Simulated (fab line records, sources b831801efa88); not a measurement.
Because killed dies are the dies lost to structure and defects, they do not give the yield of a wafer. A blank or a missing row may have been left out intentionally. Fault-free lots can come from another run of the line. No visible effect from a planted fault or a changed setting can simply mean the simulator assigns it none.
fab line records	flow sky130
record: lots: 6	wafers: 18	lastDay: 49
route steps=708 shown CONTACT@415 METAL1@434 PAD_OPEN@708
lots that met no fault: taken from a fault-free run of the same line
startH: hours from the record's opening day to when the first of the lot's shown wafers began	waitH: hours from the lot's prior step to this one	" unchanged from the row above	L1.1+2: a single row standing in for several wafers	- no value, or no start given	* or withheld: withheld	< > ~ a bound
route shown NAME@n: names a module that has steps shown in the file, with the first one's number in the route	usual: mean and standard deviation over wafers with no fault	same: alike in all rows	chamber/n: place in a boat	sites: the reading at each site	_std_site: standard deviation across them	_edge_site: outer sites' mean less inner sites'	radiusMm: how far each site lies from the wafer's centre	mask NAME#n: copy n	behind: the most recent tool/chamber to have shaped the wafer	hold: cause of the lot's hold/its duration in hours/its outcome	device: the transistor (n, p or np) that didn't switch	end of line: the tests these same wafers got at the end of their route	a step with no rows: only its recipe	killed: count of dies lost to structure and defects at first sort (not the wafer's yield)	map: shows each die of a wafer: x if killed, . if not, _ if none is there
set.NAME: the run value of the setting; set.NAME@STEP: its run value at that earlier step	model.NAME: the simulator's own value behind a step, which no gauge read
lots at some steps of the route; a table a step, a row a wafer
services: when a tool's chamber went out of use (startH, in hours from the record's first day, below 0 if earlier), for how many hours, and the reason
== steps ==
step: SKY_CONTACT_COAT_09
recipe: resist: KrF-thick	spinRpm: 3000	resistThkNm: 450
step: SKY_CONTACT_SOFTBAKE_10
recipe: tempC: 100	timeS: 90	resist: KrF-thick
step: SKY_CONTACT_EXPOSE_11
recipe: maskId: CTM1	na: 0.8	sourceShape: annular	sigmaInner: 0.55	sigmaOuter: 0.85	targetCdNm: 170	doseMj: 38
step: SKY_CONTACT_PEB_12
recipe: pebTempC: withheld	pebTimeS: withheld	resist: KrF-thick
step: SKY_CONTACT_DEVELOP_13
recipe: developTimeS: 60	resist: KrF-thick	devTempC: 21
step: SKY_CONTACT_CD_MEAS_14
recipe: targetCdNm: 170
usual: cdNm: 170.0/1.1
lot.wafer	tool	chamber	startH	waitH	cdNm
L518.1	cdSem-01	-	727.66	-	170.6
L518.2	"	-	"	"	169.5
L518.6	"	-	"	"	169.9
L519.1	cdSem-01	-	740.53	-	170.4
L519.2	"	-	"	"	172.4
L519.4	"	-	"	"	169.3
L525.1	cdSem-02	-	794.41	-	169.7
L525.2	"	-	"	"	168.9
L525.5	"	-	"	"	169.7
L533.3	cdSem-02	-	862.14	-	168.6
L533.5	"	-	"	"	167.9
L533.6	"	-	"	"	168.8
L538.3	cdSem-02	-	898.55	-	168.2
L538.5	"	-	"	"	168.3
L538.6	"	-	"	"	168.0
L539.1	cdSem-02	-	899.80	-	170.3
L539.3	"	-	"	"	170.1
L539.5	"	-	"	"	170.1
step: SKY_CONTACT_OVL_MEAS_15
usual: CONTACT_OVL: -2/5.8
lot.wafer	tool	chamber	startH	waitH	CONTACT_OVL[nm]
L518.1	overlay-02	-	727.78	0.1	3
L518.2	"	-	"	"	-4
L518.6	"	-	"	"	-4
L519.1	overlay-01	-	740.65	0.1	-6
L519.2	"	-	"	"	1
L519.4	"	-	"	"	-1
L525.1	overlay-01	-	794.53	0.1	-3
L525.2	"	-	"	"	-3
L525.5	"	-	"	"	-4
L533.3	overlay-02	-	862.23	0.1	-8
L533.5	"	-	"	"	-6
L533.6	"	-	"	"	-12
L538.3	overlay-01	-	898.64	0.1	-3
L538.5	"	-	"	"	-1
L538.6	"	-	"	"	-10
L539.1	overlay-01	-	899.92	0.1	-7
L539.3	"	-	"	"	-8
L539.5	"	-	"	"	-10
step: SKY_CONTACT_ETCH_16
recipe: chemistry: N2/H2	target: BARC	ionEnergyEv: 200	sourceW: 500	biasW: 100	pressureMtorr: 30	n2FlowSccm: 100	h2FlowSccm: 200	stopOn: SiO2	timeS: 45.9	targetDepthA: 600
usual: drypumpMotorCurrentA: 5.8/0.52	oesProductAu: 0.855/0.0051	throttleValvePct: 13.223/0.0083
lot.wafer	tool	chamber	startH	waitH	drypumpMotorCurrentA	oesProductAu	rfHoursCounterH	throttleValvePct
L518.1	rieDiel-03	0	727.81	0.0	6.8	0.855	3	13.231
L518.2	"	1	"	"	6.7	0.855	7	13.223
L518.6	"	2	"	"	5.2	0.855	-	13.227
L519.1	rieDiel-04	0	740.69	0.0	5.6	0.852	0	13.212
L519.2	"	3	"	"	6.0	0.859	4	13.202
L519.4	"	2	"	"	5.3	0.852	12	13.217
L525.1	rieDiel-03	0	794.56	0.0	6.8	0.848	5	13.225
L525.2	"	3	"	"	5.7	0.853	4	13.223
L525.5	"	2	"	"	5.2	0.860	-	13.227
L533.3	rieDiel-01	1	862.26	0.0	5.2	0.851	9	13.221
L533.5	"	2	"	"	5.7	0.861	-	13.232
L533.6	"	3	"	"	6.0	0.850	-	13.226
L538.3	rieDiel-03	0	898.67	0.0	6.8	0.844	8	13.228
L538.5	"	1	"	"	6.7	0.854	-	13.235
L538.6	"	2	"	"	5.2	0.850	-	13.221
L539.1	rieDiel-01	1	899.96	0.0	5.2	0.857	9	13.218
L539.3	"	0	"	"	5.8	0.858	26	13.215
L539.5	"	0	"	"	5.8	0.851	-	13.228
step: SKY_CONTACT_ETCH_17
recipe: target: SiO2	chemistry: C4F8/O2/Ar	stopOn: Si3N4	maskMaterial: KrF-thick	sourceW: 1500	biasW: 1200	pressureMtorr: 40	c4f8FlowSccm: withheld	O2_flow_sccm: 6	Ar_flow_sccm: 300	timeS: withheld	targetDepthA: 3400
step: SKY_CONTACT_ETCH_18
recipe: target: Si3N4	chemistry: CHF3/O2	stopOn: TiN	sourceW: 600	biasW: 200	pressureMtorr: 40	chf3FlowSccm: 50	O2_flow_sccm: 5	timeS: 39	targetDepthA: 750
usual: chf3FlowSccm: 50.03/0.15	drypumpMotorCurrentA: 5.8/0.52	oesProductAu: 0.856/0.0086	throttleValvePct: 8.794/0.0084
lot.wafer	tool	chamber	startH	waitH	chf3FlowSccm	drypumpMotorCurrentA	oesProductAu	rfHoursCounterH	throttleValvePct
L518.1	rieDiel-03	0	-	-	50.07	6.8	0.847	3	8.806
L518.2	"	1	"	"	50.11	6.7	0.841	7	8.789
L518.6	"	2	"	"	50.21	5.2	0.856	-	8.794
L519.1	rieDiel-04	0	-	-	49.89	5.6	0.843	0	8.791
L519.2	"	3	"	"	49.98	6.0	0.853	4	8.805
L519.4	"	2	"	"	49.75	5.2	0.848	12	8.790
L525.1	rieDiel-03	0	-	-	49.88	6.8	0.847	5	8.807
L525.2	"	3	"	"	50.01	5.7	0.839	4	8.784
L525.5	"	2	"	"	50.25	5.2	0.857	-	8.782
L533.3	rieDiel-01	1	-	-	50.07	5.2	0.866	9	8.776
L533.5	"	2	"	"	50.27	5.6	0.852	-	8.801
L533.6	"	3	"	"	49.91	6.0	0.852	-	8.782
L538.3	rieDiel-03	0	-	-	49.81	6.8	0.851	8	8.807
L538.5	"	1	"	"	50.13	6.7	0.859	-	8.789
L538.6	"	2	"	"	49.86	5.2	0.868	-	8.805
L539.1	rieDiel-01	1	-	-	49.94	5.2	0.846	9	8.791
L539.3	"	0	"	"	50.27	5.8	0.840	27	8.783
L539.5	"	0	"	"	49.86	5.8	0.861	-	8.807
step: SKY_CONTACT_STRIP_19
recipe: chemistry: O2/N2	powerW: 1400	pressureMtorr: 1500	platenTempC: withheld	o2FlowSccm: 3000	n2FlowSccm: 300	overashFraction: 0.5
step: SKY_CONTACT_STRIP_20
recipe: chemistry: postEtchResidueRemover	timeS: 1200	tempC: 72.5
step: SKY_CONTACT_CLEAN_21
recipe: chemistry: IPA	timeS: 180	tempC: 25
lot.wafer	tool	chamber	startH	waitH
L518.1+2+6	wetBench-03	1	728.42	0.0
L519.1+2+4	wetBench-01	2	741.26	0.0
L525.1+2+5	wetBench-04	2	795.14	0.0
L533.3+5+6	wetBench-04	3	862.83	0.0
L538.3+5+6	wetBench-04	3	899.25	0.0
L539.1+3+5	wetBench-01	1	900.56	0.0
step: SKY_CONTACT_CLEAN_22
recipe: chemistry: O3/DIW	dry: n2Spin
step: SKY_CONTACT_SPUTTER_23
recipe: material: TiN	targetThkNm: 20	chamberPressurePa: 5	powerW: 4000	timeS: 80
step: SKY_CONTACT_CVD_24
recipe: material: W	targetThkNm: 340	timeS: 102.12	tempC: 400	pressureTorr: 40
step: SKY_CONTACT_RS_MEAS_25
recipe: thkMeasGauge: four-point-probe	reads: W_of_CONTACT_CVD_24+TiN_of_CONTACT_SPUTTER_23
usual: CONTACT_W_RS: 0.338/0.0037
lot.wafer	tool	chamber	startH	waitH	CONTACT_W_RS[ohm/sq]
L518.1	filmMetro-04	-	728.75	0.1	0.339
L518.2	"	-	"	"	0.335
L518.6	"	-	"	"	0.340
L519.1	filmMetro-04	-	741.58	0.1	0.342
L519.2	"	-	"	"	0.341
L519.4	"	-	"	"	0.340
L525.1	filmMetro-04	-	795.46	0.1	0.336
L525.2	"	-	"	"	0.334
L525.5	"	-	"	"	0.334
L533.3	filmMetro-04	-	863.20	0.1	0.341
L533.5	"	-	"	"	0.345
L533.6	"	-	"	"	0.334
L538.3	filmMetro-04	-	899.62	0.1	0.332
L538.5	"	-	"	"	0.331
L538.6	"	-	"	"	0.335
L539.1	filmMetro-02	-	900.90	0.1	0.340
L539.3	"	-	"	"	0.333
L539.5	"	-	"	"	0.336
step: SKY_CONTACT_THK_MEAS_26
recipe: thkMeasGauge: xrf	reads: W_of_CONTACT_CVD_24
usual: CONTACT_W_THK: 335/3.8
lot.wafer	tool	chamber	startH	waitH	CONTACT_W_THK[nm]
L518.1	filmMetro-04	-	728.87	0.1	339
L518.2	"	-	"	"	342
L518.6	"	-	"	"	337
L519.1	filmMetro-04	-	741.70	0.1	335
L519.2	"	-	"	"	335
L519.4	"	-	"	"	337
L525.1	filmMetro-04	-	795.58	0.1	335
L525.2	"	-	"	"	337
L525.5	"	-	"	"	339
L533.3	filmMetro-04	-	863.30	0.1	330
L533.5	"	-	"	"	330
L533.6	"	-	"	"	338
L538.3	filmMetro-04	-	899.72	0.1	343
L538.5	"	-	"	"	343
L538.6	"	-	"	"	341
L539.1	filmMetro-02	-	901.02	0.1	333
L539.3	"	-	"	"	340
L539.5	"	-	"	"	339
step: SKY_CONTACT_CMP_27
recipe: stopOn: SiO2	tOverpolishS: 15	downForcePsi: 3.5	platenRpm: 60	targetThkNm: 0	padVelocityMS: 0.94248
step: SKY_METAL1_SPUTTER_00
recipe: material: Ti	targetThkNm: 15	powerW: 3000	timeS: 10	chamberPressurePa: 0.4
step: SKY_METAL1_SPUTTER_01
recipe: material: TiN	targetThkNm: 20	powerW: 6500	timeS: 16.7	chamberPressurePa: 0.4
usual: throttleValvePct: 29.8/1.1
lot.wafer	tool	chamber	startH	waitH	throttleValvePct
L518.1	pvdSputter-03	-	729.25	0.0	30.7
L518.2	"	-	"	"	30.0
L518.6	"	-	"	"	29.8
L519.1	pvdSputter-03	-	742.09	0.0	30.0
L519.2	"	-	"	"	28.4
L519.4	"	-	"	"	30.4
L525.1	pvdSputter-01	-	795.96	0.0	29.6
L525.2	"	-	"	"	28.2
L525.5	"	-	"	"	28.3
L533.3	pvdSputter-04	-	863.66	0.0	31.6
L533.5	"	-	"	"	27.5
L533.6	"	-	"	"	30.2
L538.3	pvdSputter-04	-	900.30	0.0	30.8
L538.5	"	-	"	"	27.8
L538.6	"	-	"	"	31.5
L539.1	pvdSputter-01	-	901.40	0.0	30.3
L539.3	"	-	"	"	28.4
L539.5	"	-	"	"	30.3
step: SKY_METAL1_SPUTTER_02
recipe: material: AlCu	targetThkNm: 250	powerW: 10600	timeS: 13.3	chamberPressurePa: 0.4
step: SKY_METAL1_SPUTTER_03
recipe: material: Ti	targetThkNm: 5	powerW: 3000	timeS: 3.3	chamberPressurePa: 0.4
step: SKY_METAL1_SPUTTER_04
recipe: material: TiN	targetThkNm: 70	powerW: 6500	timeS: 58.3	chamberPressurePa: 0.4
step: SKY_METAL1_RS_MEAS_05
recipe: thkMeasGauge: four-point-probe	reads: TiN_of_METAL1_SPUTTER_04+Ti_of_METAL1_SPUTTER_03+AlCu_of_METAL1_SPUTTER_02+TiN_of_METAL1_SPUTTER_01+Ti_of_METAL1_SPUTTER_00
usual: METAL1_ALCU_RS: 0.1273/0.0012
lot.wafer	tool	chamber	startH	waitH	METAL1_ALCU_RS[ohm/sq]
L518.1	filmMetro-02	-	729.37	0.0	0.1263
L518.2	"	-	"	"	0.1247
L518.6	"	-	"	"	0.1245
L519.1	filmMetro-04	-	742.20	0.0	0.1264
L519.2	"	-	"	"	0.1286
L519.4	"	-	"	"	0.1286
L525.1	filmMetro-02	-	796.08	0.0	0.1270
L525.2	"	-	"	"	0.1278
L525.5	"	-	"	"	0.1271
L533.3	filmMetro-02	-	863.82	0.1	0.1286
L533.5	"	-	"	"	0.1270
L533.6	"	-	"	"	0.1276
L538.3	filmMetro-04	-	900.46	0.1	0.1266
L538.5	"	-	"	"	0.1272
L538.6	"	-	"	"	0.1264
L539.1	filmMetro-03	-	901.52	0.0	0.1270
L539.3	"	-	"	"	0.1273
L539.5	"	-	"	"	0.1270
step: SKY_METAL1_THK_MEAS_06
recipe: thkMeasGauge: xrf	reads: AlCu_of_METAL1_SPUTTER_02
usual: METAL1_ALCU_THK: 248.5/2.7
lot.wafer	tool	chamber	startH	waitH	METAL1_ALCU_THK[nm]
L518.1	filmMetro-02	-	729.49	0.1	249.1
L518.2	"	-	"	"	252.2
L518.6	"	-	"	"	255.2
L519.1	filmMetro-04	-	742.32	0.1	250.3
L519.2	"	-	"	"	246.4
L519.4	"	-	"	"	248.2
L525.1	filmMetro-02	-	796.20	0.1	251.0
L525.2	"	-	"	"	246.9
L525.5	"	-	"	"	248.5
L533.3	filmMetro-02	-	863.92	0.1	245.6
L533.5	"	-	"	"	250.6
L533.6	"	-	"	"	250.9
L538.3	filmMetro-04	-	900.56	0.1	249.7
L538.5	"	-	"	"	247.1
L538.6	"	-	"	"	249.9
L539.1	filmMetro-03	-	901.64	0.1	249.1
L539.3	"	-	"	"	247.8
L539.5	"	-	"	"	249.8
step: SKY_METAL1_DEHYDRATE_07
recipe: tempC: 200	timeS: 60
step: SKY_METAL1_HMDS_08
recipe: primeTimeS: 60	primeTempC: 120
step: SKY_METAL1_COAT_09
recipe: resist: BARC	tempC: withheld	timeS: withheld	spinRpm: 3000	resistThkNm: 60
step: SKY_METAL1_COAT_10
recipe: resist: KrF-thick	spinRpm: 3000	resistThkNm: 450
step: SKY_METAL1_SOFTBAKE_11
recipe: tempC: 100	timeS: 90	resist: KrF-thick
step: SKY_METAL1_EXPOSE_12
recipe: maskId: MM1	na: 0.8	sourceShape: annular	sigmaInner: 0.55	sigmaOuter: 0.85	targetCdNm: 140	doseMj: 28
step: SKY_METAL1_PEB_13
recipe: pebTempC: withheld	pebTimeS: withheld	resist: KrF-thick
step: SKY_METAL1_DEVELOP_14
recipe: developTimeS: 60	resist: KrF-thick	devTempC: 21
step: SKY_METAL1_CD_MEAS_15
recipe: targetCdNm: 140
usual: cdNm: 139.8/1.6
lot.wafer	tool	chamber	startH	waitH	cdNm
L518.1	cdSem-01	-	756.27	-	139.0
L518.2	"	-	"	"	139.8
L518.6	"	-	"	"	137.9
L519.1	cdSem-01	-	769.27	-	142.2
L519.2	"	-	"	"	140.6
L519.4	"	-	"	"	139.4
L525.1	cdSem-01	-	822.67	-	141.0
L525.2	"	-	"	"	139.6
L525.5	"	-	"	"	141.7
L533.3	cdSem-01	-	889.61	-	138.9
L533.5	"	-	"	"	140.7
L533.6	"	-	"	"	140.2
L538.3	cdSem-01	-	924.29	-	138.7
L538.5	"	-	"	"	138.4
L538.6	"	-	"	"	136.3
L539.1	cdSem-01	-	925.27	-	139.7
L539.3	"	-	"	"	140.8
L539.5	"	-	"	"	140.6
step: SKY_METAL1_OVL_MEAS_16
usual: METAL1_OVL: 0/6
lot.wafer	tool	chamber	startH	waitH	METAL1_OVL[nm]
L518.1	overlay-02	-	756.39	0.1	6
L518.2	"	-	"	"	0
L518.6	"	-	"	"	2
L519.1	overlay-01	-	769.39	0.1	-2
L519.2	"	-	"	"	-3
L519.4	"	-	"	"	6
L525.1	overlay-02	-	822.79	0.1	-12
L525.2	"	-	"	"	-8
L525.5	"	-	"	"	-11
L533.3	overlay-01	-	889.71	0.1	-10
L533.5	"	-	"	"	-10
L533.6	"	-	"	"	-5
L538.3	overlay-02	-	924.38	0.1	-1
L538.5	"	-	"	"	0
L538.6	"	-	"	"	-9
L539.1	overlay-02	-	925.39	0.1	-6
L539.3	"	-	"	"	-5
L539.5	"	-	"	"	-6
step: SKY_METAL1_DESCUM_17
recipe: chemistry: O2	sourcePowerW: 150	biasPowerW: 0	pressureMtorr: 10	tempC: 40	timeS: 8
usual: drypumpMotorCurrentA: 5.96/0.25	oesProductAu: 0.994/0.01
same: biasPowerW: 0
lot.wafer	tool	chamber	startH	waitH	drypumpMotorCurrentA	oesProductAu	rfHoursCounterH
L518.1	rieMetal-04	1	756.43	0.0	5.79	1.002	15
L518.2	"	1	"	"	5.78	0.991	-
L518.6	"	1	"	"	5.75	1.002	-
L519.1	rieMetal-02	1	769.43	0.0	5.73	1.019	13
L519.2	"	0	"	"	6.21	0.988	3
L519.4	"	0	"	"	6.22	0.980	-
L525.1	rieMetal-04	1	822.83	0.0	5.76	0.972	2
L525.2	"	0	"	"	5.72	1.000	0
L525.5	"	1	"	"	5.77	0.973	-
L533.3	rieMetal-01	0	889.74	0.0	6.30	0.979	-
L533.5	"	0	"	"	6.31	0.985	-
L533.6	"	1	"	"	6.15	1.003	-
L538.3	rieMetal-04	0	924.42	0.0	5.70	0.991	-
L538.5	"	0	"	"	5.71	0.998	-
L538.6	"	1	"	"	5.77	0.988	-
L539.1	rieMetal-02	1	925.43	0.0	5.70	1.003	18
L539.3	"	0	"	"	6.24	0.984	-
L539.5	"	0	"	"	6.22	0.993	-
step: SKY_METAL1_ETCH_18
recipe: chemistry: N2/H2	target: BARC	ionEnergyEv: 200	biasW: 100	pressureMtorr: 30	n2FlowSccm: 100	h2FlowSccm: 200	icpW: 500	stopOn: SiO2	timeS: 45.9	targetDepthA: 600
usual: drypumpMotorCurrentA: 5.98/0.25	oesProductAu: 0.856/0.005	throttleValvePct: 13.224/0.0087
lot.wafer	tool	chamber	startH	waitH	drypumpMotorCurrentA	oesProductAu	rfHoursCounterH	throttleValvePct
L518.1	rieMetal-04	1	756.49	0.1	5.77	0.860	15	13.231
L518.2	"	1	"	"	5.79	0.846	-	13.212
L518.6	"	1	"	"	5.77	0.858	-	13.222
L519.1	rieMetal-02	1	769.46	0.0	5.71	0.853	13	13.215
L519.2	"	0	"	"	6.22	0.856	3	13.233
L519.4	"	0	"	"	6.26	0.858	-	13.202
L525.1	rieMetal-04	1	822.87	0.0	5.79	0.855	2	13.226
L525.2	"	0	"	"	5.70	0.860	0	13.230
L525.5	"	1	"	"	5.79	0.853	-	13.231
L533.3	rieMetal-01	0	889.78	0.0	6.32	0.856	-	13.237
L533.5	"	0	"	"	6.32	0.863	-	13.228
L533.6	"	1	"	"	6.13	0.850	-	13.218
L538.3	rieMetal-04	0	924.46	0.0	5.71	0.854	-	13.213
L538.5	"	0	"	"	5.70	0.859	-	13.224
L538.6	"	1	"	"	5.80	0.848	-	13.212
L539.1	rieMetal-02	1	925.46	0.0	5.77	0.860	18	13.223
L539.3	"	0	"	"	6.22	0.854	-	13.232
L539.5	"	0	"	"	6.21	0.861	-	13.227
step: SKY_METAL1_METAL_ETCH_19
recipe: targetDepthA: 3600	stopOn: SiO2	overEtchFrac: 0.3	timeS: 78	chemistry: Cl2/BCl3	resistSidewallDeg: 88	pressureMtorr: 10	icpW: 900	biasW: 48.5	Cl2_flow_sccm: 60	bcl3FlowSccm: 30
step: SKY_METAL1_STRIP_20
recipe: chemistry: O2/N2	powerW: 1400	pressureMtorr: 1500	platenTempC: withheld	o2FlowSccm: 3000	n2FlowSccm: 300	overashFraction: 0.5
step: SKY_METAL1_STRIP_21
recipe: chemistry: postEtchResidueRemover	timeS: 1200	tempC: 72.5
step: SKY_METAL1_CLEAN_22
recipe: chemistry: IPA	timeS: 180	tempC: 25
step: SKY_PAD_OPEN_PROBE_99
usual: killed_at_M0_to_M3: 44/7.2	killed_at_M4_up: 3.1/1.8	killedAtContacts: 24/4.5	killedAtFrontEnd: 16/4.4	killedAtOther: 0.2/0.42	killedDies: 87/8.9	killedOnRim: 17/4.1	killedOpen: 48/6.4	killedShort: 39/6.2
same: grossDies: 492	killedAtBackSide: 0
lot.wafer	tool	chamber	startH	waitH	killed_at_M0_to_M3	killed_at_M4_up	killedAtContacts	killedAtFrontEnd	killedAtOther	killedDies	killedOnRim	killedOpen	killedShort
L518.1	prober-02	-	1064.12	0.1	50	4	29	8	0	91	19	50	41
L518.2	prober-02	-	1064.17	0.1	52	7	14	15	0	88	17	42	46
L518.6	prober-02	-	1064.37	0.2	45	3	27	18	0	93	16	56	37
L525.1	prober-01	-	1115.03	0.1	49	4	22	15	0	90	19	48	42
L525.2	prober-01	-	1115.08	0.1	41	0	29	15	0	85	17	53	32
L525.5	prober-01	-	1115.23	0.2	31	1	20	16	0	68	8	44	24
L533.3	prober-01	-	1158.80	0.2	38	4	93	18	0	153	20	49	36
L533.5	prober-01	-	1158.90	0.2	43	7	93	13	0	156	27	50	38
L533.6	prober-01	-	1158.95	0.2	36	2	88	11	0	137	23	42	30
L538.3	prober-02	-	1186.64	0.2	32	4	88	14	0	138	18	33	32
L538.5	prober-02	-	1186.74	0.2	49	3	90	10	0	152	14	48	35
L538.6	prober-02	-	1186.79	0.2	29	1	111	13	0	154	20	45	34
L539.1	prober-01	-	1187.67	0.1	40	1	16	19	1	77	14	40	37
L539.3	prober-01	-	1187.77	0.2	43	4	22	16	0	85	16	44	41
L539.5	prober-01	-	1187.87	0.2	37	0	29	21	1	88	18	49	39
killed by level:class
L518.1 CONTACT:geometricParticle:open=13 VIA1:geometricParticle:open=11 VIA1:geometricParticle:short=8 VIA3:geometricParticle:open=7 METAL1:geometricParticle:short=6 LI_CONTACT:geometricParticle:open=4 LOCAL_INTERCONNECT:geometricParticle:short=4 CONTACT:geometricParticle:short=4
L518.2 VIA1:geometricParticle:open=12 METAL2:geometricParticle:short=10 METAL1:geometricParticle:short=7 VIA3:geometricParticle:open=7 METAL4:geometricParticle:short=6 POLY_GATE:geometricParticle:open=5 VIA2:geometricParticle:short=4 METAL3:geometricParticle:short=4
L518.6 CONTACT:geometricParticle:open=12 VIA1:geometricParticle:open=10 VIA2:geometricParticle:open=8 LI_CONTACT:geometricParticle:open=7 VIA1:geometricParticle:short=7 FIELD_ISO:geometricParticle:open=6 VIA3:geometricParticle:open=5 POLY_GATE:geometricParticle:open=4
L525.1 VIA2:geometricParticle:open=10 VIA1:geometricParticle:short=9 CONTACT:geometricParticle:open=7 LI_CONTACT:geometricParticle:open=6 CONTACT:geometricParticle:short=6 VIA3:geometricParticle:open=6 VIA1:geometricParticle:open=5 METAL2:geometricParticle:short=5
L525.2 CONTACT:geometricParticle:open=10 VIA3:geometricParticle:open=10 LI_CONTACT:geometricParticle:open=9 VIA2:geometricParticle:open=7 FIELD_ISO:geometricParticle:open=6 CONTACT:geometricParticle:short=5 VIA1:geometricParticle:open=5 VIA2:geometricParticle:short=5
L525.5 CONTACT:geometricParticle:open=7 VIA3:geometricParticle:open=7 VIA1:geometricParticle:open=6 FIELD_ISO:geometricParticle:open=5 POLY_GATE:geometricParticle:open=5 FIELD_ISO:geometricParticle:short=4 LOCAL_INTERCONNECT:geometricParticle:short=4 METAL1:geometricParticle:short=4
L533.3 CONTACT:unspecified=68 CONTACT:geometricParticle:open=13 VIA1:geometricParticle:open=8 VIA2:geometricParticle:open=7 POLY_GATE:geometricParticle:open=7 POLY_GATE:geometricParticle:short=7 METAL1:geometricParticle:short=7 LI_CONTACT:geometricParticle:open=6
L533.5 CONTACT:unspecified=68 VIA1:geometricParticle:open=15 LI_CONTACT:geometricParticle:open=7 CONTACT:geometricParticle:short=5 LI_CONTACT:geometricParticle:short=5 VIA3:geometricParticle:open=5 CONTACT:geometricParticle:open=5 METAL4:geometricParticle:short=5
L533.6 CONTACT:unspecified=65 LI_CONTACT:geometricParticle:open=10 VIA1:geometricParticle:open=9 LOCAL_INTERCONNECT:geometricParticle:short=5 METAL1:geometricParticle:short=5 CONTACT:geometricParticle:open=4 METAL2:geometricParticle:short=4 VIA3:geometricParticle:open=4
L538.3 CONTACT:unspecified=73 VIA1:geometricParticle:open=8 VIA3:geometricParticle:open=5 FIELD_ISO:geometricParticle:open=4 LI_CONTACT:geometricParticle:short=4 CONTACT:geometricParticle:short=4 VIA1:geometricParticle:short=4 SONOS_ONO:geometricParticle:short=3
L538.5 CONTACT:unspecified=69 VIA1:geometricParticle:open=15 CONTACT:geometricParticle:open=8 VIA2:geometricParticle:open=7 METAL1:geometricParticle:short=5 VIA2:geometricParticle:short=4 LI_CONTACT:geometricParticle:open=4 LOCAL_INTERCONNECT:geometricParticle:short=4
L538.6 CONTACT:unspecified=75 LI_CONTACT:geometricParticle:open=11 CONTACT:geometricParticle:open=9 FIELD_ISO:geometricParticle:open=6 VIA1:geometricParticle:open=6 VIA3:geometricParticle:open=6 LOCAL_INTERCONNECT:geometricParticle:short=5 CONTACT:geometricParticle:short=5
L539.1 VIA1:geometricParticle:open=9 LI_CONTACT:geometricParticle:open=8 METAL1:geometricParticle:short=7 METAL2:geometricParticle:short=5 VIA1:geometricParticle:short=5 POLY_GATE:geometricParticle:open=4 POLY_GATE:geometricParticle:short=4 CONTACT:geometricParticle:open=4
L539.3 VIA1:geometricParticle:open=10 CONTACT:geometricParticle:open=8 VIA1:geometricParticle:short=8 LI_CONTACT:geometricParticle:open=5 FIELD_ISO:geometricParticle:open=4 SPACER:geometricParticle:short=4 CONTACT:geometricParticle:short=4 METAL1:geometricParticle:short=4
L539.5 CONTACT:geometricParticle:open=9 VIA1:geometricParticle:open=9 LI_CONTACT:geometricParticle:open=7 VIA2:geometricParticle:open=7 CONTACT:geometricParticle:short=7 FIELD_ISO:geometricParticle:short=6 METAL2:geometricParticle:short=5 FIELD_ISO:geometricParticle:open=4
map L533.5 (x killed, . not)
__________x......xx._________
________..x.x......x.._______
______............x....._____
_____.x...x..........xx..____
____.x....xx....xx.x.xx...___
___....x....x.....xxxxxxxx.__
__...x.xx......xxxxxxxxxxx.._
_.xx.....x....x.xxxxxxxxxxx..
_x.........x..x.xxxxxxxxxx.x.
_...xx.....xx...xxxxxxxxxxxx.
_..x.x.x.......x.xxxxxxxxxxxx
_x...x....x.......xxxxxxx....
_......x......x.......xx....x
_......x.x..x........x.x....x
_.......x..x.xx.xx...........
__xx.........x....x........._
___..x...x...x.............__
____.x............x.......___
_____..........x.x.x.....____
______x...x.x...x....xx._____
________xxx........x.._______
__________......xx.x_________
map L538.6 (x killed, . not)
__________.....x...._________
________xx....x....x.._______
______..x......x........_____
_____x....xx...xx.x.xxx..____
____...x..x...x...xx.x.xx.___
___..xx....x......xxxxxxxx.__
__...x..xxx....xxxxxxxxxxxx._
_.x...x..........xxxxxxxxx...
_xx...x..........xxxxxxxxxx.x
_............x.xxxxxxxxxxx...
_......x..x...xx.xxxxxxxxxxx.
_x....x......x..xx.xxxxx.x...
_..x........xx...xx..xx.x...x
_.x..................xx......
_.xx........x..x........x..x.
__.....xx........x.........._
___x.....x.xx..x.....x..x.x__
____...x..................___
_____....x.....x.x..x.x.x____
______.....x.......x...x_____
________...x.........._______
__________.........._________
== services ==
tool	chamber	startH	hours	kind
rieMetal-04	0	734.72	22.3	repair
rieMetal-04	-	738.13	2.8	pm
pvdSputter-01	-	748.91	1.9	repair
rieDiel-01	3	755.43	2.6	repair
rieMetal-04	1	765.77	-	clean
rieMetal-04	1	765.77	14.7	scheduledDown
rieMetal-04	1	765.77	14.7	ventCycle
rieMetal-04	0	785.14	-	clean
rieMetal-04	0	785.14	22.4	scheduledDown
rieDiel-01	0	787.27	3.7	repair
wetBench-01	-	796.40	1.9	pm
rieDiel-01	3	800.93	5.2	repair
rieDiel-04	0	810.59	2.9	repair
rieDiel-03	2	815.27	6.7	repair
rieDiel-03	-	819.39	2.8	pm
pvdSputter-04	-	828.75	1.2	repair
rieMetal-02	-	837.31	1.0	repair
rieDiel-03	2	866.94	6.9	repair
rieMetal-04	-	870.87	4.3	pm
rieDiel-01	1	878.52	4.6	repair
rieMetal-02	-	888.30	21.0	repair
rieDiel-04	2	908.94	9.3	repair
rieDiel-01	0	919.80	9.6	repair
rieDiel-03	0	924.23	1.4	repair
== key ==
firstSign: step: SKY_PAD_OPEN_PROBE_99	reading: killedAtContacts	direction: up	sigmas: 15	usual: 24	struck: 94
effect: step: SKY_PAD_OPEN_PROBE_99	reading: killedDies	direction: up	sigmas: 6.8	usual: 87	struck: 148
metAt SKY_CONTACT_CLEAN_21
struckWafers L533.3,L533.5,L533.6,L538.3,L538.5,L538.6
testerLeftOut L533,L538
alsoFits SKY_METAL1_SPUTTER_01:pvdSputter-04
fault: kind: chamberParticleSource	tool: wetBench-04	chamber: 3	onsetH: 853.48	steps: SKY_CONTACT_CLEAN_21	ratePerVisitCm2: 2.1222	endH: 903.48
testerLeftOut: of these lots the tester's yield and bins aren't shown, on N5 and GAA mostly nor the transistor test; their killed dies are dies lost to structure and defects alone, not to doping, threshold or leakage, so they don't give the yield
